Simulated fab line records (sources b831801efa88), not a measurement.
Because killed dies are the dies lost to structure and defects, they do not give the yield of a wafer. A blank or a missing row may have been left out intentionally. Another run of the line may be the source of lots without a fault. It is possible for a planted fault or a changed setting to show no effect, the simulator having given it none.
fab line records    flow gf180mcu
record lots=24  wafers=72  lastDay=34
route steps=602 shown STI@23 M2@364 M3@424 V3@446 M5@536 V5@545
lots that met no fault: taken from a fault-free run of the same line
startH: hours from the record's opening day to when the first of the lot's shown wafers began    waitH: hours since the lot's step before    " repeats the value in the row above    L1.1+2: several wafers, shown together as one row    - no value, or no start given    * or withheld: withheld    < > ~ a bound
route shown NAME@n: a module of which the file shows steps, and the number in the route of the first    usual: mean/standard deviation of fault-free wafers    same: alike in all rows    chamber/n: place in a boat    sites: readings site by site    _std_site: the values' standard deviation    _edge_site: the outer-site mean with the inner-site mean subtracted    radiusMm: for every site, how far away it sits from the centre of the wafer    mask NAME#n: copy n    behind: the most recent tool/chamber to have shaped the wafer    hold: reason for holding the lot/hours on hold/outcome of the hold    device: the transistor (n, p or np) that didn't switch    end of line: the tests these same wafers got at the end of their route    step lacking rows: just its recipe    killed: not the wafer's yield, but the dies lost to structure and defects at the first sort    map: the dies of a wafer, with x for killed, . for not killed, _ for no die there
set.NAME: the setting as run; set.NAME@STEP: as run at that earlier step    model.NAME: the simulator's own value behind a step, which no gauge read
route steps across a sampled set of lots; one table per step, one row per wafer
services: when a tool's chamber went out of use (startH, in hours from the record's first day, below 0 if earlier), for how many hours, and the reason
## steps
# step GF_STI_THK_MEAS_22
# recipe reads=SiO2_of_STI_OXIDATION_21
# usual STI_OXIDATION_01_THK=15.0/0.34
lot.wafer  tool          chamber  startH  waitH  STI_OXIDATION_01_THK[nm]
L074.1     filmMetro-02  -        27.01   0.0    15.0
L074.2     "             -        "       "      14.9
L074.4     "             -        "       "      15.1
L075.1     filmMetro-03  -        33.91   0.0    15.7
L075.2     "             -        "       "      15.4
L075.3     "             -        "       "      15.6
L076.1     filmMetro-02  -        37.79   0.0    15.2
L076.4     "             -        "       "      15.4
L076.6     "             -        "       "      15.3
L077.4     filmMetro-03  -        42.54   0.0    15.1
L077.5     "             -        "       "      15.3
L077.6     "             -        "       "      15.2
L078.3     filmMetro-03  -        47.73   0.0    15.4
L078.5     "             -        "       "      15.2
L078.6     "             -        "       "      15.3
L079.3     filmMetro-03  -        52.81   0.0    14.6
L079.4     "             -        "       "      15.0
L079.5     "             -        "       "      14.7
L080.1     filmMetro-01  -        58.55   0.0    14.7
L080.5     "             -        "       "      14.6
L080.6     "             -        "       "      14.7
L081.1     filmMetro-03  -        63.44   0.0    15.6
L081.3     "             -        "       "      15.5
L081.6     "             -        "       "      15.7
L082.3     filmMetro-02  -        68.13   0.0    15.0
L082.5     "             -        "       "      15.4
L082.6     "             -        "       "      15.2
L083.1     filmMetro-03  -        73.56   0.0    15.0
L083.2     "             -        "       "      15.2
L083.5     "             -        "       "      14.8
L084.3     filmMetro-03  -        78.28   0.0    15.2
L084.5     "             -        "       "      15.0
L084.6     "             -        "       "      15.0
L085.3     filmMetro-01  -        84.54   0.0    15.3
L085.5     "             -        "       "      15.0
L085.6     "             -        "       "      14.9
L086.4     filmMetro-03  -        89.12   0.0    14.9
L086.5     "             -        "       "      15.2
L086.6     "             -        "       "      15.0
L087.2     filmMetro-03  -        96.03   0.0    15.1
L087.3     "             -        "       "      15.1
L087.4     "             -        "       "      15.0
L088.1     filmMetro-03  -        102.03  0.0    14.9
L088.2     "             -        "       "      15.0
L088.5     "             -        "       "      15.0
L089.1     filmMetro-01  -        105.37  0.0    15.4
L089.2     "             -        "       "      15.3
L089.5     "             -        "       "      15.3
L090.1     filmMetro-02  -        110.14  0.0    14.4
L090.2     "             -        "       "      14.7
L090.6     "             -        "       "      14.4
L091.1     filmMetro-03  -        114.38  0.0    14.7
L091.3     "             -        "       "      14.6
L091.4     "             -        "       "      14.9
L092.2     filmMetro-03  -        119.12  0.0    15.1
L092.4     "             -        "       "      15.3
L092.6     "             -        "       "      15.2
L093.2     filmMetro-03  -        125.42  0.0    14.5
L093.5     "             -        "       "      14.3
L093.6     "             -        "       "      14.3
L094.1     filmMetro-02  -        130.85  0.0    14.7
L094.4     "             -        "       "      14.7
L094.5     "             -        "       "      14.9
L095.1     filmMetro-01  -        137.16  0.0    14.6
L095.4     "             -        "       "      14.3
L095.6     "             -        "       "      14.6
L096.1     filmMetro-03  -        142.23  0.0    14.7
L096.3     "             -        "       "      14.8
L096.5     "             -        "       "      14.7
L097.2     filmMetro-02  -        149.01  0.0    15.2
L097.4     "             -        "       "      14.8
L097.5     "             -        "       "      14.9
# step GF_M2_SPUTTER_02
# recipe material=AlCu  targetThkNm=450  powerW=10600  timeS=23.9  chamberPressurePa=0.4
# usual chamberPressurePa=0.4000/0.00076  throttleValvePct=30.0/0.97
lot.wafer  tool           chamber  startH  waitH  chamberPressurePa  throttleValvePct
L074.1     pvdSputter-02  -        410.02  0.0    0.3985             29.7
L074.2     "              -        "       "      0.3987             28.0
L074.4     "              -        "       "      0.4005             29.6
L076.1     pvdSputter-04  -        431.91  0.0    0.3995             30.2
L076.4     "              -        "       "      0.3992             29.4
L076.6     "              -        "       "      0.4007             30.4
L075.1     pvdSputter-02  -        432.34  0.0    0.3996             29.7
L075.2     "              -        "       "      0.4003             29.9
L075.3     "              -        "       "      0.4011             27.9
L077.4     pvdSputter-04  -        436.21  0.0    0.3998             29.0
L077.5     "              -        "       "      0.4003             29.5
L077.6     "              -        "       "      0.3988             30.5
L079.3     pvdSputter-04  -        459.81  0.0    0.3991             29.5
L079.4     "              -        "       "      0.3998             30.5
L079.5     "              -        "       "      0.4001             29.2
L078.3     pvdSputter-04  -        460.88  0.0    0.3996             30.5
L078.5     "              -        "       "      0.3999             30.6
L078.6     "              -        "       "      0.3998             29.4
L080.1     pvdSputter-04  -        475.99  0.0    0.3999             30.6
L080.5     "              -        "       "      0.4002             30.2
L080.6     "              -        "       "      0.3995             30.4
L081.1     pvdSputter-03  -        480.97  0.0    0.4001             30.3
L081.3     "              -        "       "      0.3998             28.5
L081.6     "              -        "       "      0.4003             32.1
L082.3     pvdSputter-02  -        485.36  0.0    0.3990             29.5
L082.5     "              -        "       "      0.4004             27.8
L082.6     "              -        "       "      0.4004             30.0
L083.1     pvdSputter-04  -        504.92  0.0    0.4011             30.6
L083.2     "              -        "       "      0.4005             30.5
L083.5     "              -        "       "      0.4014             29.3
L084.3     pvdSputter-02  -        505.29  0.0    0.4001             29.6
L084.5     "              -        "       "      0.3995             30.1
L084.6     "              -        "       "      0.4009             29.4
L085.3     pvdSputter-03  -        516.85  0.0    0.4000             28.7
L085.5     "              -        "       "      0.4014             30.2
L085.6     "              -        "       "      0.3994             28.6
L086.4     pvdSputter-04  -        520.47  0.0    0.3991             29.4
L086.5     "              -        "       "      0.4009             29.0
L086.6     "              -        "       "      0.4001             30.7
L087.2     pvdSputter-02  -        532.30  0.0    0.3999             28.0
L087.3     "              -        "       "      0.4003             29.5
L087.4     "              -        "       "      0.4000             27.8
L088.1     pvdSputter-04  -        543.72  0.0    0.4008             29.2
L088.2     "              -        "       "      0.3998             30.6
L088.5     "              -        "       "      0.3994             29.5
L089.1     pvdSputter-04  -        545.95  0.0    0.3997             29.3
L089.2     "              -        "       "      0.3991             30.8
L089.5     "              -        "       "      0.4002             29.3
L090.1     pvdSputter-04  -        548.24  0.0    0.3997             30.7
L090.2     "              -        "       "      0.4008             29.1
L090.6     "              -        "       "      0.3998             29.4
L091.1     pvdSputter-02  -        562.70  0.0    0.4002             27.9
L091.3     "              -        "       "      0.4017             29.4
L091.4     "              -        "       "      0.3993             30.1
L092.2     pvdSputter-03  -        567.20  0.0    0.4000             32.3
L092.4     "              -        "       "      0.4002             30.2
L092.6     "              -        "       "      0.3990             32.3
L093.2     pvdSputter-02  -        576.55  0.0    0.4017             29.6
L093.5     "              -        "       "      0.4001             29.6
L093.6     "              -        "       "      0.3996             28.0
L094.1     pvdSputter-04  -        591.88  0.0    0.3995             30.2
L094.4     "              -        "       "      0.4000             29.5
L094.5     "              -        "       "      0.3999             30.0
L095.1     pvdSputter-03  -        594.03  0.0    0.3990             28.6
L095.4     "              -        "       "      0.4011             30.1
L095.6     "              -        "       "      0.3995             32.1
L096.1     pvdSputter-03  -        602.10  0.0    0.4002             30.4
L096.3     "              -        "       "      0.4004             30.2
L096.5     "              -        "       "      0.4001             30.2
L097.2     pvdSputter-03  -        606.20  0.0    0.4005             30.2
L097.4     "              -        "       "      0.3991             28.8
L097.5     "              -        "       "      0.4014             30.5
# step GF_M3_OVL_MEAS_15
# usual M3_OVL=0/5.8
lot.wafer  tool        chamber  startH  waitH  M3_OVL[nm]
L074.1     overlay-02  -        487.03  0.1    -1
L074.2     "           -        "       "      3
L074.4     "           -        "       "      4
L076.1     overlay-01  -        506.97  0.1    -5
L076.4     "           -        "       "      -8
L076.6     "           -        "       "      1
L075.1     overlay-02  -        507.32  0.1    2
L075.2     "           -        "       "      -5
L075.3     "           -        "       "      0
L077.4     overlay-02  -        511.91  0.1    1
L077.5     "           -        "       "      1
L077.6     "           -        "       "      1
L079.3     overlay-02  -        534.78  0.1    -7
L079.4     "           -        "       "      -8
L079.5     "           -        "       "      -11
L078.3     overlay-02  -        536.08  0.1    1
L078.5     "           -        "       "      -1
L078.6     "           -        "       "      1
L080.1     overlay-02  -        547.77  0.1    -2
L080.5     "           -        "       "      8
L080.6     "           -        "       "      -5
L081.1     overlay-01  -        554.03  0.1    -1
L081.3     "           -        "       "      6
L081.6     "           -        "       "      -7
L082.3     overlay-01  -        557.19  0.1    14
L082.5     "           -        "       "      4
L082.6     "           -        "       "      -1
L083.1     overlay-02  -        576.58  0.1    2
L083.2     "           -        "       "      -2
L083.5     "           -        "       "      7
L084.3     overlay-02  -        577.58  0.1    8
L084.5     "           -        "       "      4
L084.6     "           -        "       "      5
L085.3     overlay-02  -        587.68  0.1    -3
L085.5     "           -        "       "      -7
L085.6     "           -        "       "      -6
L086.4     overlay-01  -        590.00  0.1    5
L086.5     "           -        "       "      4
L086.6     "           -        "       "      4
L087.2     overlay-01  -        601.64  0.1    1
L087.3     "           -        "       "      4
L087.4     "           -        "       "      -1
L088.1     overlay-02  -        610.92  0.1    6
L088.2     "           -        "       "      1
L088.5     "           -        "       "      6
L089.1     overlay-01  -        614.58  0.1    4
L089.2     "           -        "       "      3
L089.5     "           -        "       "      -1
L090.1     overlay-02  -        615.12  0.1    -1
L090.2     "           -        "       "      2
L090.6     "           -        "       "      -4
L091.1     overlay-02  -        630.33  0.1    4
L091.3     "           -        "       "      1
L091.4     "           -        "       "      2
L092.2     overlay-01  -        632.98  0.1    12
L092.4     "           -        "       "      2
L092.6     "           -        "       "      4
L093.2     overlay-02  -        642.02  0.1    5
L093.5     "           -        "       "      -6
L093.6     "           -        "       "      6
L094.1     overlay-01  -        657.37  0.1    -4
L094.4     "           -        "       "      -5
L094.5     "           -        "       "      1
L095.1     overlay-02  -        657.88  0.1    -22
L095.4     "           -        "       "      -6
L095.6     "           -        "       "      2
L096.1     overlay-01  -        664.72  0.1    2
L096.3     "           -        "       "      6
L096.5     "           -        "       "      -11
L097.2     overlay-02  -        669.88  0.1    4
L097.4     "           -        "       "      -3
L097.5     "           -        "       "      2
# step GF_V3_ETCH_17
# recipe chemistry=C4F8/O2/Ar  maskMaterial=KrF  target=SiO2  stopOn=TiN  sourceW=1500  biasW=1200  pressureMtorr=40  c4f8FlowSccm=withheld  O2_flow_sccm=6  Ar_flow_sccm=300  timeS=withheld  targetDepthA=6350
# usual oesProductAu=0.856/0.0043
lot.wafer  tool        chamber  startH  waitH  oesProductAu
L074.1     rieDiel-03  0        -       -      0.852
L074.2     "           1        "       "      0.858
L074.4     "           1        "       "      0.852
L076.1     rieDiel-01  1        -       -      0.854
L076.4     "           3        "       "      0.861
L076.6     "           1        "       "      0.856
L075.1     rieDiel-03  0        -       -      0.863
L075.2     "           1        "       "      0.862
L075.3     "           2        "       "      0.852
L077.4     rieDiel-02  3        -       -      0.852
L077.5     "           2        "       "      0.862
L077.6     "           3        "       "      0.858
L079.3     rieDiel-03  3        -       -      0.858
L079.4     "           1        "       "      0.855
L079.5     "           1        "       "      0.854
L078.3     rieDiel-02  0        -       -      0.852
L078.5     "           1        "       "      0.854
L078.6     "           2        "       "      0.844
L080.1     rieDiel-02  2        -       -      0.848
L080.5     "           1        "       "      0.855
L080.6     "           0        "       "      0.855
L081.1     rieDiel-03  1        -       -      0.851
L081.3     "           3        "       "      0.857
L081.6     "           1        "       "      0.854
L082.3     rieDiel-03  1        -       -      0.856
L082.5     "           2        "       "      0.858
L082.6     "           3        "       "      0.853
L083.1     rieDiel-01  1        -       -      0.853
L083.2     "           3        "       "      0.859
L083.5     "           3        "       "      0.855
L084.3     rieDiel-02  3        -       -      0.857
L084.5     "           0        "       "      0.858
L084.6     "           1        "       "      0.853
L085.3     rieDiel-01  3        -       -      0.860
L085.5     "           1        "       "      0.853
L085.6     "           3        "       "      0.862
L086.4     rieDiel-01  3        -       -      0.858
L086.5     "           1        "       "      0.849
L086.6     "           2        "       "      0.863
L087.2     rieDiel-01  2        -       -      0.857
L087.3     "           3        "       "      0.859
L087.4     "           1        "       "      0.861
L088.1     rieDiel-01  0        -       -      0.853
L088.2     "           3        "       "      0.853
L088.5     "           2        "       "      0.859
L089.1     rieDiel-03  2        -       -      0.843
L089.2     "           0        "       "      0.858
L089.5     "           0        "       "      0.852
L090.1     rieDiel-02  3        -       -      0.855
L090.2     "           1        "       "      0.855
L090.6     "           1        "       "      0.850
L091.1     rieDiel-01  2        -       -      0.857
L091.3     "           0        "       "      0.858
L091.4     "           3        "       "      0.854
L092.2     rieDiel-01  3        -       -      0.858
L092.4     "           0        "       "      0.858
L092.6     "           1        "       "      0.852
L093.2     rieDiel-01  3        -       -      0.851
L093.5     "           0        "       "      0.859
L093.6     "           1        "       "      0.857
L094.1     rieDiel-01  2        -       -      0.852
L094.4     "           0        "       "      0.857
L094.5     "           3        "       "      0.858
L095.1     rieDiel-03  3        -       -      0.857
L095.4     "           0        "       "      0.860
L095.6     "           2        "       "      0.860
L096.1     rieDiel-01  3        -       -      0.854
L096.3     "           0        "       "      0.848
L096.5     "           3        "       "      0.856
L097.2     rieDiel-01  3        -       -      0.855
L097.4     "           0        "       "      0.853
L097.5     "           3        "       "      0.853
# step GF_M5_METAL_ETCH_10
# recipe chemistry=Cl2/BCl3  maskMaterial=KrF  targetDepthNm=627.5  stopOn=SiO2  pressureMtorr=8  icpW=800  biasW=140  Cl2_flow_sccm=80  bcl3FlowSccm=40  timeS=104.6
# usual drypumpMotorCurrentA=5.5/0.58  oesProductAu=0.973/0.0057  throttleValvePct=28.249/0.0088
lot.wafer  tool         chamber  startH  waitH  drypumpMotorCurrentA  oesProductAu  rfHoursCounterH  throttleValvePct
L074.1     rieMetal-01  0        605.93  0.0    5.6                   0.977         8                28.261
L074.2     "            1        "       "      4.9                   0.967         10               28.263
L074.4     "            0        "       "      5.6                   0.970         -                28.249
L076.1     rieMetal-02  1        624.15  0.0    5.7                   0.972         3                28.243
L076.4     "            1        "       "      5.7                   0.977         -                28.242
L076.6     "            0        "       "      5.3                   0.962         -                28.243
L075.1     rieMetal-01  0        624.98  0.0    5.6                   0.973         8                28.253
L075.2     "            1        "       "      4.9                   0.976         11               28.244
L075.3     "            1        "       "      4.9                   0.966         -                28.242
L077.4     rieMetal-04  0        627.97  0.0    6.7                   0.980         -                28.235
L077.5     "            0        "       "      6.6                   0.986         -                28.240
L077.6     "            1        "       "      5.2                   0.974         -                28.254
L079.3     rieMetal-01  1        647.51  0.0    4.9                   0.969         -                28.240
L079.4     "            0        "       "      5.6                   0.974         -                28.237
L079.5     "            1        "       "      4.9                   0.973         -                28.236
L078.3     rieMetal-02  1        647.94  0.0    5.7                   0.975         -                28.248
L078.5     "            0        "       "      5.3                   0.964         -                28.243
L078.6     "            1        "       "      5.7                   0.969         -                28.248
L080.1     rieMetal-01  0        658.45  0.0    5.6                   0.965         10               28.240
L080.5     "            0        "       "      5.6                   0.972         -                28.250
L080.6     "            1        "       "      4.8                   0.968         -                28.244
L081.1     rieMetal-04  1        662.98  0.0    5.2                   0.974         7                28.248
L081.3     "            1        "       "      5.2                   0.976         -                28.253
L081.6     "            1        "       "      5.2                   0.981         -                28.250
L082.3     rieMetal-02  0        667.78  0.0    5.2                   0.970         -                28.240
L082.5     "            0        "       "      5.2                   0.969         -                28.255
L082.6     "            1        "       "      5.7                   0.974         -                28.237
L083.1     rieMetal-01  0        682.75  0.0    5.6                   0.976         10               28.249
L083.2     "            1        "       "      4.9                   0.958         13               28.261
L083.5     "            1        "       "      4.9                   0.957         -                28.253
L084.3     rieMetal-02  0        683.89  0.0    5.3                   0.976         -                28.252
L084.5     "            0        "       "      5.3                   0.973         -                28.233
L084.6     "            1        "       "      5.7                   0.978         -                28.256
L085.3     rieMetal-04  0        695.24  0.0    6.6                   0.979         -                28.235
L085.5     "            0        "       "      6.6                   0.966         -                28.255
L085.6     "            1        "       "      5.2                   0.972         -                28.249
L086.4     rieMetal-01  1        696.06  0.0    4.9                   0.982         -                28.237
L086.5     "            0        "       "      5.6                   0.981         -                28.256
L086.6     "            1        "       "      4.9                   0.972         -                28.262
L087.2     rieMetal-01  1        706.60  0.0    4.9                   0.972         14               28.245
L087.3     "            1        "       "      4.9                   0.973         -                28.229
L087.4     "            0        "       "      5.6                   0.970         -                28.242
L088.1     rieMetal-02  1        714.53  0.0    5.7                   0.977         6                28.249
L088.2     "            0        "       "      5.3                   0.970         4                28.249
L088.5     "            1        "       "      5.7                   0.977         -                28.256
L089.1     rieMetal-04  0        717.94  0.0    6.7                   0.977         5                28.247
L089.2     "            1        "       "      5.2                   0.974         9                28.240
L089.5     "            0        "       "      6.7                   0.972         -                28.251
L090.1     rieMetal-01  0        718.00  0.0    5.6                   0.969         12               28.255
L090.2     "            1        "       "      4.9                   0.970         14               28.239
L090.6     "            1        "       "      4.9                   0.987         -                28.240
L091.1     rieMetal-04  1        732.03  0.0    5.2                   0.972         10               28.240
L091.3     "            0        "       "      6.6                   0.976         -                28.251
L091.4     "            1        "       "      5.2                   0.971         -                28.256
L092.2     rieMetal-04  0        734.10  0.0    6.7                   0.972         5                28.248
L092.4     "            1        "       "      5.2                   0.976         -                28.244
L092.6     "            0        "       "      6.7                   0.977         -                28.239
L093.2     rieMetal-04  0        741.20  0.0    6.7                   0.969         6                28.250
L093.5     "            0        "       "      6.7                   0.978         -                28.253
L093.6     "            1        "       "      5.2                   0.970         -                28.253
L094.1     rieMetal-04  1        755.15  0.0    5.2                   0.972         11               28.267
L094.4     "            1        "       "      5.2                   0.967         -                28.243
L094.5     "            1        "       "      5.2                   0.966         -                28.261
L095.1     rieMetal-01  0        755.50  0.0    5.6                   0.970         14               28.262
L095.4     "            1        "       "      4.9                   0.965         -                28.264
L095.6     "            0        "       "      5.6                   0.974         -                28.245
L096.1     rieMetal-01  1        761.10  0.0    4.9                   0.974         1                28.240
L096.3     "            0        "       "      5.6                   0.959         -                28.256
L096.5     "            0        "       "      5.6                   0.969         -                28.271
L097.2     rieMetal-01  0        764.84  0.0    5.6                   0.984         15               28.234
L097.4     "            0        "       "      5.6                   0.977         -                28.236
L097.5     "            1        "       "      4.9                   0.979         -                28.244
# step GF_V5_BOW_MEAS_05
# recipe mode=bow
# usual V5_BOW=135/9.4
lot.wafer  tool          chamber  startH  waitH  V5_BOW[um]
L074.1     filmMetro-02  -        607.15  0.1    139
L074.2     "             -        "       "      145
L074.4     "             -        "       "      149
L076.1     filmMetro-01  -        625.41  0.1    131
L076.4     "             -        "       "      136
L076.6     "             -        "       "      146
L075.1     filmMetro-03  -        626.20  0.1    121
L075.2     "             -        "       "      120
L075.3     "             -        "       "      125
L077.4     filmMetro-02  -        629.22  0.2    135
L077.5     "             -        "       "      136
L077.6     "             -        "       "      127
L079.3     filmMetro-02  -        648.77  0.2    144
L079.4     "             -        "       "      148
L079.5     "             -        "       "      145
L078.3     filmMetro-02  -        649.23  0.2    144
L078.5     "             -        "       "      152
L078.6     "             -        "       "      138
L080.1     filmMetro-01  -        659.67  0.1    114
L080.5     "             -        "       "      120
L080.6     "             -        "       "      117
L081.1     filmMetro-02  -        664.19  0.2    125
L081.3     "             -        "       "      133
L081.6     "             -        "       "      128
L082.3     filmMetro-01  -        669.00  0.2    128
L082.5     "             -        "       "      151
L082.6     "             -        "       "      142
L083.1     filmMetro-01  -        683.99  0.2    131
L083.2     "             -        "       "      131
L083.5     "             -        "       "      138
L084.3     filmMetro-03  -        685.11  0.3    132
L084.5     "             -        "       "      132
L084.6     "             -        "       "      120
L085.3     filmMetro-02  -        696.46  0.1    121
L085.5     "             -        "       "      130
L085.6     "             -        "       "      121
L086.4     filmMetro-02  -        697.37  0.2    124
L086.5     "             -        "       "      128
L086.6     "             -        "       "      133
L087.2     filmMetro-03  -        707.92  0.2    149
L087.3     "             -        "       "      154
L087.4     "             -        "       "      146
L088.1     filmMetro-01  -        715.81  0.1    128
L088.2     "             -        "       "      119
L088.5     "             -        "       "      132
L089.1     filmMetro-03  -        719.23  0.1    120
L089.2     "             -        "       "      134
L089.5     "             -        "       "      128
L090.1     filmMetro-03  -        719.37  0.1    123
L090.2     "             -        "       "      122
L090.6     "             -        "       "      129
L091.1     filmMetro-02  -        733.46  0.2    131
L091.3     "             -        "       "      132
L091.4     "             -        "       "      136
L092.2     filmMetro-02  -        735.41  0.2    134
L092.4     "             -        "       "      152
L092.6     "             -        "       "      143
L093.2     filmMetro-03  -        742.44  0.2    137
L093.5     "             -        "       "      143
L093.6     "             -        "       "      136
L094.1     filmMetro-01  -        756.41  0.1    140
L094.4     "             -        "       "      141
L094.5     "             -        "       "      134
L095.1     filmMetro-03  -        756.73  0.1    127
L095.4     "             -        "       "      143
L095.6     "             -        "       "      143
L096.1     filmMetro-03  -        762.42  0.1    137
L096.3     "             -        "       "      140
L096.5     "             -        "       "      141
L097.2     filmMetro-02  -        766.12  0.2    120
L097.4     "             -        "       "      125
L097.5     "             -        "       "      117
## services
tool           chamber  startH  hours  kind
rieDiel-01     -        396.11  14.1   repair
rieMetal-01    -        401.13  2.8    pm
rieDiel-01     1        404.81  14.8   repair
rieDiel-01     -        411.89  0.2    repair
rieMetal-01    -        429.36  0.1    repair
pvdSputter-04  -        482.27  6.6    repair
rieDiel-03     3        507.00  6.6    repair
pvdSputter-02  -        509.57  7.5    repair
pvdSputter-04  -        513.08  6.4    repair
pvdSputter-02  -        538.51  15.4   repair
rieDiel-01     2        543.90  1.3    repair
rieDiel-03     3        547.20  6.3    repair
rieDiel-01     3        556.15  5.2    repair
rieDiel-01     0        586.39  27.2   repair
rieMetal-04    1        595.40  9.0    repair
rieDiel-01     1        612.87  10.1   repair
rieMetal-04    -        630.39  1.0    repair
pvdSputter-04  -        636.98  5.3    repair
rieMetal-04    -        651.84  6.0    repair
rieDiel-01     2        660.04  1.3    repair
rieMetal-01    -        753.89  0.5    repair
pvdSputter-04  -        755.80  3.9    repair
rieDiel-01     1        755.84  6.2    repair
rieMetal-04    -        759.94  2.8    pm
## key
fault none
